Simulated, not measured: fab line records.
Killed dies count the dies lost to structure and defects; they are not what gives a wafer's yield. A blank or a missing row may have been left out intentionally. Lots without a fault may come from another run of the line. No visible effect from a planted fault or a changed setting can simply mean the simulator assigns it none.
Struck lot and sound lot, side by side ; flow gf180mcu ; 23 out of 602 route steps
Sound: wafers L361.1, L361.2, L361.5. The struck wafers were L369.2, L369.3, L369.4. The cause is given at the end.
For every step that has rows: the tool of each side, followed by ch and its chambers, followed by its first start. Under that, the readings that differ: sound wafers ; struck wafers ; difference of the means ; sigmas: that difference in standard deviations of wafers without a fault.
alike: readings with means less than 2 such deviations apart, plus words and numbers identical on both sides. not compared: withheld readings, readings lacking a value on some wafer, bounds such as >300 that could conceal the same value, and numbers that have no deviation in the record and whose values overlap.
A row with sigmas, a row that says differs or no value, or rows on one side alone: a step with any of these is where the two part. Numbers that have no deviation but don't overlap get no sigmas and don't part them. Lack of a reading on every wafer of one side parts them only where that side has two or more wafers.

first, 5 steps without rows for these wafers: GF_LVPWELL_COAT_02 (resist thk 3000 nm); GF_LVPWELL_SOFTBAKE_03; GF_LVPWELL_EXPOSE_04 (exposes mask LVPWELL, target cd 600 nm); GF_LVPWELL_PEB_05; GF_LVPWELL_DEVELOP_06 (develop time 60 s).
GF_LVPWELL_OVL_MEAS_07:
  struck on overlay-01, day 6 12:43; sound on overlay-02, day 4 14:30
  alike: LVPWELL_OVL
then, 2 steps without rows for these wafers: GF_LVPWELL_IMPLANT_08; GF_LVPWELL_IMPLANT_09.
GF_LVPWELL_STRIP_10: strips in O2/N2.
  sound on plasma-asher-03 ch 0,1, day 4 14:50; struck on plasma-asher-01 ch 0,1, day 6 13:03
  alike: drypump-motor-current-A, heater-power-w, oes-product-au, platen-temp-c, strip-time-to-endpoint-s
  not compared: rf-hours-counter-h
GF_LVPWELL_TW_MEAS_11:
  struck on film-metro-01, day 6 13:10; sound on film-metro-04, day 4 14:56
  alike: LVPWELL_TW
then, 2 steps without rows for these wafers: GF_MVSD_DEHYDRATE_00 (time 60 s); GF_MVSD_HMDS_01 (prime time 60 s).
GF_MVSD_COAT_02: resist thk 3000 nm.
  sound on litho-track-04 ch 0, day 4 21:00; struck on litho-track-04 ch 0, day 6 20:10
reading;sound;struck;difference;sigmas
model.coat_of_MVSD_COAT_02.thk-nm (nm);2991 2986 2985;2951 2961 2952;-33;
  alike: chill-plate-temp-C, resist-line-temp-C
then, 3 steps without rows for these wafers: GF_MVSD_SOFTBAKE_03; GF_MVSD_EXPOSE_04 (exposes mask MVSD, target cd 1000 nm); GF_MVSD_PEB_05.
GF_MVSD_DEVELOP_06: develop time 60 s.
  sound: litho-track-04 ch 0; struck: litho-track-04 ch 0
reading;sound;struck;difference;sigmas
model.coat_of_MVSD_COAT_02.thk-nm (nm);2990 2984 2984;2950 2960 2951;-32;
  alike: chill-plate-temp-C, resist-line-temp-C
GF_MVSD_OVL_MEAS_07:
  struck on overlay-02, day 7 04:09; sound on overlay-02, day 5 04:33
  alike: MVSD_OVL
then, 2 steps without rows for these wafers: GF_MVSD_IMPLANT_08; GF_MVSD_IMPLANT_09.
GF_MVSD_STRIP_10: strips in O2/N2.
  sound on plasma-asher-01 ch 0,1, day 5 04:53; struck on plasma-asher-04 ch 0,1, day 7 04:29
reading;sound;struck;difference;sigmas
drypump-motor-current-A (A);5.3 5.5 5.3;6.2 5.9 6.2;+0.7;+2
strip-time-to-endpoint-s (s);36.84 36.79 36.78;36.42 36.47 36.38;-0.38;-4
  alike: heater-power-w, oes-product-au, platen-temp-c
  not compared: rf-hours-counter-h
GF_MVSD_TW_MEAS_11:
  struck on film-metro-01, day 7 04:35; sound on film-metro-01, day 5 04:59
  alike: MVSD_TW
then, 1 step without rows for these wafers: GF_PASSIVATION_PROBE_99.

WHERE THEY PART
Only at GF_MVSD_STRIP_10, within this record. Later steps at which nothing parts them and some readings are alike: GF_MVSD_TW_MEAS_11.

WHY: what had been put in by the simulator
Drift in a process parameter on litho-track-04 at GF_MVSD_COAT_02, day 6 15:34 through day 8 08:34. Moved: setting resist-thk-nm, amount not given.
